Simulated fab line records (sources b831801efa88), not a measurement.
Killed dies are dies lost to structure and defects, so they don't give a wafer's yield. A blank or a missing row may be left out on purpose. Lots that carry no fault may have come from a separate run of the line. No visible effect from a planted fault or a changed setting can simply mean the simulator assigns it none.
fab line records	flow sky130
record: lots: 13	wafers: 39	last-day: 50
route steps=708 shown VIA3@576 CAP2M@604 VIA4@640 PAD_OPEN@708
lots untouched by any fault: they come from a run of this same line in which no faults occurred
start-h: start of the lot's first displayed wafer, in hours after the record's first day	wait-h: hours elapsed since this lot's preceding step	" the same as in the row above	L1.1+2: several wafers, shown together as one row	- no value present, or no start provided	* or withheld: withheld	< > ~ a bound
route shown NAME@n: a module of which the file shows steps, and the number in the route of the first	usual: average and standard deviation across the fault-free wafers	same: alike in all rows	chamber/n: place in a boat	sites: readings site by site	_std_site: standard deviation of those values	_edge_site: outer sites' mean less inner sites'	radius-mm: for every site, how far away it sits from the centre of the wafer	mask NAME#n: copy n	behind: the last tool/chamber to shape the wafer	hold: reason for holding the lot/hours on hold/outcome of the hold	device: which transistor (n, p or np) failed to switch	end of line: the same wafers' tests at the end of the route	a step without rows: its recipe alone	killed: dies lost to structure and defects at the first sort, not the wafer's yield	map: the dies of a wafer, with x for killed, . for not killed, _ for no die there
set.NAME: setting as actually run; set.NAME@STEP: the setting as run at that earlier step	model.NAME: the simulator's own value behind a step, which no gauge read
one table for each step of the route and one row for each wafer, over a sample of lots
services: from which hour (start-h, from the record's first day; less than 0 if before it) a tool's chamber was out of use, for how many hours, and why
== steps ==
step: SKY_VIA3_BOW_MEAS_03
recipe: mode: bow
usual: VIA3_BOW: 80/7.8
lot.wafer	tool	chamber	start-h	wait-h	VIA3_BOW[um]
L232.1	film-metro-04	-	903.82	0.2	78
L232.4	"	-	"	"	83
L232.5	"	-	"	"	69
L233.3	film-metro-02	-	905.30	0.2	76
L233.4	"	-	"	"	76
L233.5	"	-	"	"	79
L234.3	film-metro-02	-	921.02	0.2	85
L234.4	"	-	"	"	102
L234.6	"	-	"	"	80
L235.1	film-metro-03	-	924.45	0.2	75
L235.4	"	-	"	"	73
L235.6	"	-	"	"	66
L236.2	film-metro-04	-	934.31	0.1	80
L236.4	"	-	"	"	81
L236.6	"	-	"	"	65
L237.2	film-metro-04	-	935.29	0.2	86
L237.4	"	-	"	"	76
L237.5	"	-	"	"	74
L238.1	film-metro-02	-	950.85	0.2	81
L238.2	"	-	"	"	85
L238.3	"	-	"	"	66
L242.1	film-metro-03	-	973.93	0.2	75
L242.5	"	-	"	"	86
L242.6	"	-	"	"	71
L243.2	film-metro-02	-	979.39	0.2	83
L243.4	"	-	"	"	82
L243.5	"	-	"	"	72
L244.2	film-metro-04	-	993.35	0.1	88
L244.3	"	-	"	"	81
L244.6	"	-	"	"	86
L247.1	film-metro-04	-	1010.48	0.1	84
L247.3	"	-	"	"	84
L247.6	"	-	"	"	93
L253.4	film-metro-02	-	1050.87	0.3	78
L253.5	"	-	"	"	85
L253.6	"	-	"	"	84
L255.1	film-metro-03	-	1066.04	0.2	80
L255.4	"	-	"	"	78
L255.5	"	-	"	"	69
step: SKY_VIA3_CLEAN_19
recipe: chemistry: O3/DIW	dry: n2-spin
lot.wafer	tool	chamber	start-h	wait-h
L232.1+4+5	wet-bench-03	2	929.37	0.0
L233.3+4+5	wet-bench-01	3	930.62	0.0
L234.3+4+6	wet-bench-01	2	947.94	0.0
L235.1+4+6	wet-bench-04	2	950.26	0.0
L236.2+4+6	wet-bench-04	1	958.82	0.0
L237.2+4+5	wet-bench-04	0	960.01	0.0
L238.1+2+3	wet-bench-01	3	975.32	0.0
L242.1+5+6	wet-bench-01	2	997.93	0.0
L243.2+4+5	wet-bench-01	1	1003.65	0.0
L244.2+3+6	wet-bench-03	3	1017.08	0.0
L247.1+3+6	wet-bench-03	0	1034.46	0.0
L253.4+5+6	wet-bench-04	1	1073.11	0.0
L255.1+4+5	wet-bench-04	1	1087.65	0.0
step: SKY_CAP2M_THK_MEAS_01
recipe: reads: SiO2_of_CAP2M_CVD_00
usual: CAP2M_CVD_00_THK: 15.45/0.2
lot.wafer	tool	chamber	start-h	wait-h	CAP2M_CVD_00_THK[nm]
L232.1	film-metro-04	-	930.31	-	15.33
L232.4	"	-	"	"	15.43
L232.5	"	-	"	"	15.31
L233.3	film-metro-03	-	931.57	-	15.38
L233.4	"	-	"	"	15.37
L233.5	"	-	"	"	15.50
L234.3	film-metro-04	-	948.90	-	15.21
L234.4	"	-	"	"	15.31
L234.6	"	-	"	"	15.56
L235.1	film-metro-03	-	951.33	-	15.22
L235.4	"	-	"	"	15.29
L235.6	"	-	"	"	15.65
L236.2	film-metro-01	-	959.84	-	15.12
L236.4	"	-	"	"	15.35
L236.6	"	-	"	"	15.56
L237.2	film-metro-03	-	961.07	-	15.33
L237.4	"	-	"	"	15.63
L237.5	"	-	"	"	15.41
L238.1	film-metro-03	-	976.41	-	15.61
L238.2	"	-	"	"	15.68
L238.3	"	-	"	"	15.54
L242.1	film-metro-01	-	998.87	-	15.55
L242.5	"	-	"	"	15.42
L242.6	"	-	"	"	15.80
L243.2	film-metro-04	-	1004.61	-	15.33
L243.4	"	-	"	"	15.33
L243.5	"	-	"	"	15.32
L244.2	film-metro-01	-	1018.38	-	15.29
L244.3	"	-	"	"	15.31
L244.6	"	-	"	"	15.60
L247.1	film-metro-04	-	1035.51	-	15.60
L247.3	"	-	"	"	15.40
L247.6	"	-	"	"	15.59
L253.4	film-metro-03	-	1074.07	-	15.41
L253.5	"	-	"	"	15.22
L253.6	"	-	"	"	15.38
L255.1	film-metro-01	-	1088.58	-	15.50
L255.4	"	-	"	"	15.41
L255.5	"	-	"	"	15.64
step: SKY_VIA4_THK_MEAS_01
recipe: reads: SiO2_of_VIA4_HDPCVD_00
usual: VIA4_HDPCVD_THK: 1751/17
lot.wafer	tool	chamber	start-h	wait-h	VIA4_HDPCVD_THK[nm]
L232.1	film-metro-02	-	980.53	0.1	1766
L232.4	"	-	"	"	1729
L232.5	"	-	"	"	1739
L233.3	film-metro-01	-	982.65	0.1	1747
L233.4	"	-	"	"	1761
L233.5	"	-	"	"	1722
L234.3	film-metro-04	-	997.68	0.1	1755
L234.4	"	-	"	"	1764
L234.6	"	-	"	"	1756
L235.1	film-metro-04	-	1000.08	0.1	1757
L235.4	"	-	"	"	1738
L235.6	"	-	"	"	1719
L236.2	film-metro-01	-	1009.05	0.1	1755
L236.4	"	-	"	"	1747
L236.6	"	-	"	"	1789
L237.2	film-metro-02	-	1009.18	0.1	1746
L237.4	"	-	"	"	1784
L237.5	"	-	"	"	1746
L238.1	film-metro-04	-	1024.30	0.1	1736
L238.2	"	-	"	"	1711
L238.3	"	-	"	"	1727
L242.1	film-metro-01	-	1048.19	0.1	1752
L242.5	"	-	"	"	1752
L242.6	"	-	"	"	1746
L243.2	film-metro-01	-	1051.70	0.1	1741
L243.4	"	-	"	"	1735
L243.5	"	-	"	"	1757
L244.2	film-metro-04	-	1064.40	0.1	1731
L244.3	"	-	"	"	1738
L244.6	"	-	"	"	1750
L247.1	film-metro-02	-	1080.75	0.1	1732
L247.3	"	-	"	"	1777
L247.6	"	-	"	"	1750
L253.4	film-metro-02	-	1117.36	0.0	1775
L253.5	"	-	"	"	1769
L253.6	"	-	"	"	1780
L255.1	film-metro-01	-	1130.79	0.1	1761
L255.4	"	-	"	"	1765
L255.5	"	-	"	"	1759
step: SKY_PAD_OPEN_PROBE_99
usual: defect-limited-yield: 82.4/1.9	killed_at_M0_to_M3: 44/7	killed_at_M4_up: 3.2/1.8	killed-at-contacts: 24/5.1	killed-at-front-end: 15/4.3	killed-at-other: 0.3/0.5	killed-dies: 86/9.6	killed-on-rim: 17/4.1	killed-open: 48/7.1	killed-short: 38/6.7	sort_bin_3_pad_short: 0.9/0.44	sort_bin_5_function: 10.3/1.5	sort_bin_6_memory: 6.4/1.1	sort-n-pass: 406/9.6	sort-yield-pct: 82.4/1.9
same: gross-dies: 492	killed-at-back-side: 0	sort_bin_4_leakage[%]: 0	sort_bin_8_speed[%]: 0
lot.wafer	tool	chamber	start-h	wait-h	hold	defect-limited-yield[%]	killed_at_M0_to_M3	killed_at_M4_up	killed-at-contacts	killed-at-front-end	killed-at-other	killed-dies	killed-on-rim	killed-open	killed-short	sort_bin_3_pad_short[%]	sort_bin_5_function[%]	sort_bin_6_memory[%]	sort-n-pass	sort-yield-pct[%]
L232.1	prober-01	-	1076.90	0.1	-	84.8	43	2	21	9	0	75	16	43	32	1.6	8.3	5.3	417	84.8
L232.4	prober-01	-	1077.05	0.2	-	85.2	40	2	17	14	0	73	16	43	27	0.2	10.2	4.5	419	85.2
L232.5	prober-01	-	1077.10	0.2	-	82.7	43	3	25	13	1	85	15	45	36	0.8	10.4	6.1	407	82.7
L233.3	prober-02	-	1078.02	0.2	-	81.5	47	3	22	19	0	91	13	55	36	1.0	11.8	5.7	401	81.5
L233.4	prober-02	-	1078.07	0.2	-	85.6	36	2	21	12	0	71	13	39	32	0.4	7.7	6.3	421	85.6
L233.5	prober-02	-	1078.12	0.2	-	83.5	41	2	25	13	0	81	17	39	42	1.2	8.5	6.7	411	83.5
L234.3	prober-01	-	1091.84	0.2	-	85.4	41	2	21	8	0	72	8	32	40	0.8	8.3	5.5	420	85.4
L234.4	prober-01	-	1091.89	0.2	-	84.6	45	0	24	7	0	76	11	35	41	1.4	8.9	5.1	416	84.6
L234.6	prober-01	-	1091.99	0.2	-	82.9	58	2	17	6	1	84	13	58	26	0.4	10.8	5.9	408	82.9
L235.1	prober-02	-	1093.02	0.1	-	82.5	34	4	25	23	0	86	21	42	44	1.4	10.4	5.7	406	82.5
L235.4	prober-02	-	1093.17	0.2	-	82.3	49	3	23	11	1	87	15	54	33	0.2	12.4	5.1	405	82.3
L235.6	prober-02	-	1093.27	0.2	-	82.1	54	1	18	15	0	88	27	36	52	0.8	11.0	6.1	404	82.1
L236.2	prober-01	-	1101.93	0.1	-	81.3	46	2	26	18	0	92	13	48	44	1.6	8.3	8.7	400	81.3
L236.4	prober-01	-	1102.03	0.2	-	81.5	38	1	31	21	0	91	21	65	26	0.8	11.2	6.5	401	81.5
L236.6	prober-01	-	1102.13	0.2	-	84.6	46	3	19	7	1	76	12	36	40	0.8	9.6	5.1	416	84.6
L237.2	prober-02	-	1102.41	0.1	-	80.3	60	7	19	11	0	97	17	52	45	1.6	12.0	6.1	395	80.3
L237.4	prober-02	-	1102.51	0.2	-	80.7	46	4	29	16	0	95	21	48	47	1.0	10.8	7.5	397	80.7
L237.5	prober-02	-	1102.56	0.2	-	80.9	54	6	25	9	0	94	21	52	42	1.0	11.0	7.1	398	80.9
L238.1	prober-01	-	1113.66	0.1	-	82.9	42	3	24	15	0	84	18	51	31	0.2	8.9	7.9	408	82.9
L238.2	prober-01	-	1113.71	0.1	-	81.1	41	2	30	19	1	93	24	55	37	1.6	10.8	6.5	399	81.1
L238.3	prober-01	-	1113.76	0.2	-	81.9	43	4	23	19	0	89	9	46	42	1.2	10.4	6.5	403	81.9
L242.1	prober-01	-	1134.05	0.1	await-dispo/1.9h/release	67.5	121	2	28	9	0	160	17	53	38	4.3	20.7	7.5	332	67.5
L242.5	prober-01	-	1134.25	0.2	await-dispo/1.9h/release	70.5	109	2	20	13	1	145	18	43	37	5.3	18.5	5.7	347	70.5
L242.6	prober-01	-	1134.30	0.2	await-dispo/1.9h/release	72.6	99	4	21	11	0	135	13	40	29	4.5	16.7	6.3	357	72.6
L243.2	prober-02	-	1137.35	0.1	await-dispo/5.0h/release	72.0	104	2	16	16	0	138	18	40	31	4.5	17.3	6.3	354	72.0
L243.4	prober-02	-	1137.45	0.2	await-dispo/5.0h/release	74.4	100	3	18	5	0	126	13	36	28	4.9	15.7	5.1	366	74.4
L243.5	prober-02	-	1137.50	0.2	await-dispo/5.0h/release	72.4	98	2	21	15	0	136	12	42	33	4.5	17.9	5.3	356	72.4
L244.2	prober-01	-	1149.00	0.1	-	78.9	59	1	29	13	2	104	22	52	46	1.0	13.0	7.1	388	78.9
L244.3	prober-01	-	1149.05	0.2	-	80.5	50	6	28	11	1	96	15	43	51	1.4	9.1	8.9	396	80.5
L244.6	prober-01	-	1149.20	0.2	-	80.7	46	2	27	19	1	95	22	55	38	1.0	11.6	6.7	397	80.7
L247.1	prober-01	-	1162.76	0.1	-	83.1	42	2	30	9	0	83	13	42	41	1.4	10.8	4.7	409	83.1
L247.3	prober-01	-	1162.86	0.2	-	81.7	46	5	26	13	0	90	14	52	37	0.4	11.0	6.9	402	81.7
L247.6	prober-01	-	1163.01	0.2	-	83.9	32	3	30	13	1	79	19	41	37	0.2	10.0	5.9	413	83.9
L253.4	prober-02	-	1193.35	0.2	-	82.1	46	3	20	18	1	88	19	45	42	0.8	10.6	6.5	404	82.1
L253.5	prober-02	-	1193.40	0.2	-	83.3	34	7	23	18	0	82	17	47	35	0.6	9.1	6.9	410	83.3
L253.6	prober-02	-	1193.45	0.2	-	82.1	41	4	30	13	0	88	17	48	38	1.0	8.7	8.1	404	82.1
L255.1	prober-02	-	1203.15	0.1	-	81.7	49	3	27	11	0	90	20	56	34	0.4	12.0	5.9	402	81.7
L255.4	prober-02	-	1203.30	0.2	-	85.8	34	3	17	16	0	70	10	43	27	1.0	7.5	5.7	422	85.8
L255.5	prober-02	-	1203.35	0.2	-	83.1	45	2	26	10	0	83	20	44	39	1.0	9.3	6.5	409	83.1
killed by level:class
L232.1 CONTACT:geometric-particle:open=14 METAL2:geometric-particle:short=10 VIA1:geometric-particle:short=7 LI_CONTACT:geometric-particle:open=5 METAL1:geometric-particle:short=5 VIA2:geometric-particle:open=5 SPACER:geometric-particle:open=4 VIA1:geometric-particle:open=4
L232.4 VIA1:geometric-particle:open=8 VIA2:geometric-particle:open=7 CONTACT:geometric-particle:open=6 VIA3:geometric-particle:open=6 POLY_GATE:geometric-particle:open=5 LI_CONTACT:geometric-particle:open=5 METAL1:geometric-particle:short=5 METAL2:geometric-particle:short=5
L232.5 CONTACT:geometric-particle:open=10 VIA3:geometric-particle:open=7 VIA2:geometric-particle:open=7 VIA1:geometric-particle:short=6 VIA2:geometric-particle:short=6 LI_CONTACT:geometric-particle:short=5 LI_CONTACT:geometric-particle:open=5 VIA1:geometric-particle:open=5
L233.3 VIA1:geometric-particle:open=12 POLY_GATE:geometric-particle:open=8 CONTACT:geometric-particle:open=8 VIA2:geometric-particle:open=7 METAL1:geometric-particle:short=6 VIA3:geometric-particle:open=5 CONTACT:geometric-particle:short=5 METAL2:geometric-particle:short=5
L233.4 VIA2:geometric-particle:open=8 LI_CONTACT:geometric-particle:open=7 CONTACT:geometric-particle:open=7 METAL2:geometric-particle:short=6 FIELD_ISO:geometric-particle:open=4 POLY_CUT:geometric-particle:short=4 METAL1:geometric-particle:short=4 VIA1:geometric-particle:short=4
L233.5 METAL2:geometric-particle:short=11 VIA1:geometric-particle:open=11 CONTACT:geometric-particle:open=9 LOCAL_INTERCONNECT:geometric-particle:short=7 CONTACT:geometric-particle:short=5 VIA1:geometric-particle:short=4 VIA2:geometric-particle:open=4 LI_CONTACT:geometric-particle:open=3
L234.3 VIA1:geometric-particle:open=9 VIA2:geometric-particle:open=7 CONTACT:geometric-particle:short=6 CONTACT:geometric-particle:open=6 METAL1:geometric-particle:short=6 LI_CONTACT:geometric-particle:short=4 VIA1:geometric-particle:short=4 VIA2:geometric-particle:short=4
L234.4 VIA1:geometric-particle:open=9 METAL1:geometric-particle:short=8 CONTACT:geometric-particle:open=7 METAL2:geometric-particle:short=7 LI_CONTACT:geometric-particle:open=7 VIA1:geometric-particle:short=6 LOCAL_INTERCONNECT:geometric-particle:short=5 VIA3:geometric-particle:open=5
L234.6 VIA1:geometric-particle:open=21 VIA3:geometric-particle:open=9 LI_CONTACT:geometric-particle:open=8 VIA2:geometric-particle:open=6 METAL1:geometric-particle:short=5 CONTACT:geometric-particle:open=4 VIA1:geometric-particle:short=4 LOCAL_INTERCONNECT:geometric-particle:short=3
L235.1 CONTACT:geometric-particle:open=9 FIELD_ISO:geometric-particle:open=8 POLY_GATE:geometric-particle:short=7 VIA2:geometric-particle:open=7 CONTACT:geometric-particle:short=7 METAL1:geometric-particle:short=7 VIA3:geometric-particle:open=6 METAL2:geometric-particle:short=4
L235.4 VIA1:geometric-particle:open=18 POLY_GATE:geometric-particle:open=6 LI_CONTACT:geometric-particle:open=6 CONTACT:geometric-particle:open=6 VIA2:geometric-particle:open=6 VIA2:geometric-particle:short=6 METAL2:geometric-particle:short=5 VIA3:geometric-particle:open=5
L235.6 VIA3:geometric-particle:open=10 VIA2:geometric-particle:short=9 VIA1:geometric-particle:open=7 VIA2:geometric-particle:open=7 CONTACT:geometric-particle:short=6 METAL2:geometric-particle:short=6 VIA3:geometric-particle:short=6 FIELD_ISO:geometric-particle:short=4
L236.2 LI_CONTACT:geometric-particle:open=11 METAL2:geometric-particle:short=10 FIELD_ISO:geometric-particle:open=8 VIA1:geometric-particle:open=8 POLY_GATE:geometric-particle:short=6 VIA2:geometric-particle:open=6 LOCAL_INTERCONNECT:geometric-particle:short=5 VIA1:geometric-particle:short=5
L236.4 CONTACT:geometric-particle:open=15 VIA1:geometric-particle:open=10 FIELD_ISO:geometric-particle:open=9 LI_CONTACT:geometric-particle:open=8 VIA2:geometric-particle:open=8 POLY_GATE:geometric-particle:open=7 METAL2:geometric-particle:short=7 CONTACT:geometric-particle:short=6
L236.6 VIA1:geometric-particle:open=10 METAL2:geometric-particle:short=10 CONTACT:geometric-particle:open=7 LI_CONTACT:geometric-particle:open=5 VIA1:geometric-particle:short=5 CONTACT:geometric-particle:short=4 METAL3:geometric-particle:short=4 VIA2:geometric-particle:short=4
L237.2 VIA1:geometric-particle:open=11 VIA3:geometric-particle:open=9 VIA2:geometric-particle:open=8 METAL1:geometric-particle:short=8 CONTACT:geometric-particle:open=8 METAL2:geometric-particle:short=7 CONTACT:geometric-particle:short=5 VIA1:geometric-particle:short=5
L237.4 VIA2:geometric-particle:open=11 CONTACT:geometric-particle:open=11 VIA1:geometric-particle:open=9 FIELD_ISO:geometric-particle:short=7 CONTACT:geometric-particle:short=7 METAL1:geometric-particle:short=7 LOCAL_INTERCONNECT:geometric-particle:short=6 VIA3:geometric-particle:open=6
L237.5 VIA1:geometric-particle:open=11 CONTACT:geometric-particle:open=10 VIA2:geometric-particle:open=8 VIA3:geometric-particle:open=7 VIA1:geometric-particle:short=6 LI_CONTACT:geometric-particle:open=5 VIA2:geometric-particle:short=5 METAL1:geometric-particle:short=4
L238.1 LI_CONTACT:geometric-particle:open=8 VIA3:geometric-particle:open=8 FIELD_ISO:geometric-particle:open=7 VIA2:geometric-particle:open=7 METAL1:geometric-particle:short=6 VIA1:geometric-particle:open=6 LI_CONTACT:geometric-particle:short=5 CONTACT:geometric-particle:open=5
L238.2 VIA2:geometric-particle:open=12 CONTACT:geometric-particle:open=9 POLY_GATE:geometric-particle:short=7 LI_CONTACT:geometric-particle:open=7 VIA3:geometric-particle:open=6 VIA1:geometric-particle:open=6 LI_CONTACT:geometric-particle:short=5 CONTACT:geometric-particle:short=5
L238.3 VIA2:geometric-particle:open=8 FIELD_ISO:geometric-particle:short=7 METAL2:geometric-particle:short=7 LI_CONTACT:geometric-particle:open=7 CONTACT:geometric-particle:open=7 VIA1:geometric-particle:open=6 CONTACT:geometric-particle:short=5 POLY_GATE:geometric-particle:open=4
L242.1 VIA3:unspecified=69 VIA1:geometric-particle:open=11 CONTACT:geometric-particle:open=11 VIA3:geometric-particle:open=9 VIA2:geometric-particle:open=8 LOCAL_INTERCONNECT:geometric-particle:short=7 LI_CONTACT:geometric-particle:open=4 METAL1:geometric-particle:short=4
L242.5 VIA3:unspecified=65 VIA1:geometric-particle:open=12 LI_CONTACT:geometric-particle:open=6 METAL2:geometric-particle:short=6 VIA3:geometric-particle:open=6 VIA1:geometric-particle:short=5 FIELD_ISO:geometric-particle:short=4 LOCAL_INTERCONNECT:geometric-particle:short=4
L242.6 VIA3:unspecified=66 LI_CONTACT:geometric-particle:open=8 VIA1:geometric-particle:open=7 VIA3:geometric-particle:open=6 CONTACT:geometric-particle:open=5 METAL3:geometric-particle:short=5 METAL1:geometric-particle:short=5 METAL2:geometric-particle:short=4
L243.2 VIA3:unspecified=67 CONTACT:geometric-particle:open=9 VIA1:geometric-particle:open=7 VIA2:geometric-particle:open=6 FIELD_ISO:geometric-particle:short=5 METAL1:geometric-particle:short=5 VIA3:geometric-particle:open=5 VIA2:geometric-particle:short=4
L243.4 VIA3:unspecified=62 VIA1:geometric-particle:open=9 LI_CONTACT:geometric-particle:open=8 VIA1:geometric-particle:short=7 METAL1:geometric-particle:short=7 CONTACT:geometric-particle:open=6 METAL2:geometric-particle:short=4 VIA2:geometric-particle:open=4
L243.5 VIA3:unspecified=61 VIA3:geometric-particle:open=8 CONTACT:geometric-particle:open=8 LI_CONTACT:geometric-particle:open=6 METAL1:geometric-particle:short=6 VIA1:geometric-particle:open=6 VIA2:geometric-particle:short=5 METAL2:geometric-particle:short=5
L244.2 VIA1:geometric-particle:open=18 METAL2:geometric-particle:short=14 LI_CONTACT:geometric-particle:open=8 LI_CONTACT:geometric-particle:short=6 CONTACT:geometric-particle:open=5 CONTACT:geometric-particle:short=5 VIA2:geometric-particle:open=5 VIA3:geometric-particle:open=4
L244.3 VIA1:geometric-particle:open=11 METAL2:geometric-particle:short=9 VIA1:geometric-particle:short=8 LI_CONTACT:geometric-particle:open=7 CONTACT:geometric-particle:open=7 CONTACT:geometric-particle:short=6 VIA3:geometric-particle:open=5 VIA2:geometric-particle:short=5
L244.6 VIA2:geometric-particle:open=11 CONTACT:geometric-particle:open=8 VIA1:geometric-particle:open=8 VIA3:geometric-particle:open=7 LI_CONTACT:geometric-particle:open=7 VIA1:geometric-particle:short=6 FIELD_ISO:geometric-particle:short=5 LI_CONTACT:geometric-particle:short=5
L247.1 LI_CONTACT:geometric-particle:open=10 LOCAL_INTERCONNECT:geometric-particle:short=6 CONTACT:geometric-particle:short=6 CONTACT:geometric-particle:open=6 METAL1:geometric-particle:short=6 VIA1:geometric-particle:open=5 METAL2:geometric-particle:short=5 VIA2:geometric-particle:open=5
L247.3 CONTACT:geometric-particle:open=13 VIA1:geometric-particle:open=10 VIA3:geometric-particle:open=9 CONTACT:geometric-particle:short=6 METAL1:geometric-particle:short=4 METAL2:geometric-particle:short=4 VIA2:geometric-particle:open=4 METAL3:geometric-particle:short=4
L247.6 LI_CONTACT:geometric-particle:open=12 VIA1:geometric-particle:open=9 CONTACT:geometric-particle:open=8 METAL2:geometric-particle:short=8 VIA1:geometric-particle:short=7 LI_CONTACT:geometric-particle:short=5 POLY_GATE:geometric-particle:short=4 LOCAL_INTERCONNECT:geometric-particle:short=4
L253.4 VIA1:geometric-particle:open=10 POLY_GATE:geometric-particle:open=6 VIA2:geometric-particle:open=6 CONTACT:geometric-particle:open=6 METAL1:geometric-particle:short=6 METAL2:geometric-particle:short=6 VIA2:geometric-particle:short=6 POLY_GATE:geometric-particle:short=5
L253.5 LI_CONTACT:geometric-particle:open=8 VIA1:geometric-particle:open=8 METAL1:geometric-particle:short=7 VIA3:geometric-particle:open=7 FIELD_ISO:geometric-particle:open=6 CONTACT:geometric-particle:open=6 METAL4:geometric-particle:short=6 LOCAL_INTERCONNECT:geometric-particle:short=5
L253.6 CONTACT:geometric-particle:open=11 LI_CONTACT:geometric-particle:open=9 VIA1:geometric-particle:open=9 VIA2:geometric-particle:open=8 METAL2:geometric-particle:short=7 LOCAL_INTERCONNECT:geometric-particle:short=5 METAL4:geometric-particle:short=4 VIA3:geometric-particle:short=4
L255.1 VIA1:geometric-particle:open=12 CONTACT:geometric-particle:open=10 VIA2:geometric-particle:open=9 VIA1:geometric-particle:short=9 VIA3:geometric-particle:open=8 LI_CONTACT:geometric-particle:open=6 LOCAL_INTERCONNECT:geometric-particle:short=5 CONTACT:geometric-particle:short=4
L255.4 VIA1:geometric-particle:open=13 LI_CONTACT:geometric-particle:open=5 POLY_GATE:geometric-particle:short=5 POLY_GATE:geometric-particle:open=5 LOCAL_INTERCONNECT:geometric-particle:short=5 CONTACT:geometric-particle:open=5 VIA3:geometric-particle:open=5 METAL1:geometric-particle:short=4
L255.5 CONTACT:geometric-particle:open=10 VIA1:geometric-particle:open=9 VIA2:geometric-particle:short=8 VIA1:geometric-particle:short=7 LOCAL_INTERCONNECT:geometric-particle:short=6 LI_CONTACT:geometric-particle:short=5 METAL1:geometric-particle:open=4 POLY_GATE:geometric-particle:open=4
== services ==
tool	chamber	start-h	hours	kind
wet-bench-03	-	966.36	4.3	repair
== key ==
first-sign: step: SKY_PAD_OPEN_PROBE_99	reading: killed_at_M0_to_M3	direction: up	sigmas: 8.7	usual: 44	struck: 105
effect: step: SKY_PAD_OPEN_PROBE_99	reading: sort_bin_3_pad_short	direction: up	sigmas: 8.6	usual: 0.9	struck: 4.6
met-at SKY_VIA3_CLEAN_19
struck-lots L242,L243
not-acting-at SKY_VIA3_BOW_MEAS_03,SKY_CAP2M_THK_MEAS_01,SKY_VIA4_THK_MEAS_01
onset-between 975.32 997.93
fault: kind: chamber-particle-source	tool: wet-bench-01	chamber: -	onset-h: 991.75	steps: SKY_VIA3_CLEAN_19	rate-per-visit-cm2: 1.7979	end-h: 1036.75
